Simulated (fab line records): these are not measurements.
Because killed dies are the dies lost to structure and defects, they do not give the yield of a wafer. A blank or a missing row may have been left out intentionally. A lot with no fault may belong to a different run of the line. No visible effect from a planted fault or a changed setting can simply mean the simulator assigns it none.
Chamber matching || flow sfq line || 4 sister chambers for SFQ_TRILAYER_I7_CMP_CMP_184 on cmp-02
The step polishes SiO2. 4 wafers are shown with their chamber, then 8 later ones without.

== WAFERS WITH THEIR CHAMBER ==
{"wafer": "L752.1", "chamber": 1, "motor current A (A)": 10.3}
{"wafer": "L753.5", "chamber": 0, "motor current A (A)": 8.6}
{"wafer": "L753.6", "chamber": 3, "motor current A (A)": 9.5}
{"wafer": "L756.1", "chamber": 2, "motor current A (A)": 8.6}

== WAFERS WHOSE CHAMBER IS MISSING ==
{"wafer": "L756.2", "motor current A (A)": 9.9}
{"wafer": "L756.6", "motor current A (A)": 7.9}
{"wafer": "L757.2", "motor current A (A)": 9.9}
{"wafer": "L757.5", "motor current A (A)": 10.4}
{"wafer": "L757.6", "motor current A (A)": 8.7}
{"wafer": "L770.1", "motor current A (A)": 9.7}
{"wafer": "L770.3", "motor current A (A)": 8.8}
{"wafer": "L770.5", "motor current A (A)": 8.6}

== THE CHAMBER EACH PASSED THROUGH ==
{"wafer": "L756.2", "from the rows above": "can't be placed: 1 or 3", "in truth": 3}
{"wafer": "L756.6", "from the rows above": "can't be placed: 0 or 2", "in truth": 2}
{"wafer": "L757.2", "from the rows above": "can't be placed: 1 or 3", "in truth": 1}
{"wafer": "L757.5", "from the rows above": 1, "in truth": 1}
{"wafer": "L757.6", "from the rows above": "can't be placed: 0 or 2", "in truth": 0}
{"wafer": "L770.1", "from the rows above": "can't be placed: 3 or 1", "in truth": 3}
{"wafer": "L770.3", "from the rows above": "can't be placed: 0 or 2 or 3", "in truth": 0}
{"wafer": "L770.5", "from the rows above": "can't be placed: 0 or 2", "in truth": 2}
Correctly placed: 1 of 8. Unplaceable from these rows: 7, with the true chamber sitting among the candidates in 7. Wrongly placed: 0.
How it was worked out, from the rows above alone: a wafer's distance from a chamber is the root of the sum, over the readings, of the square of ((its reading less the chamber's mean) divided by the reading's scatter). The wafer belongs to the nearest chamber; if the next one is less than 2 further off, it can't be placed. The mean given for a chamber averages the wafers shown for that chamber. The scatter: root of mean squared gap, hidden wafer to nearest shown wafer, with one shown wafer a chamber.
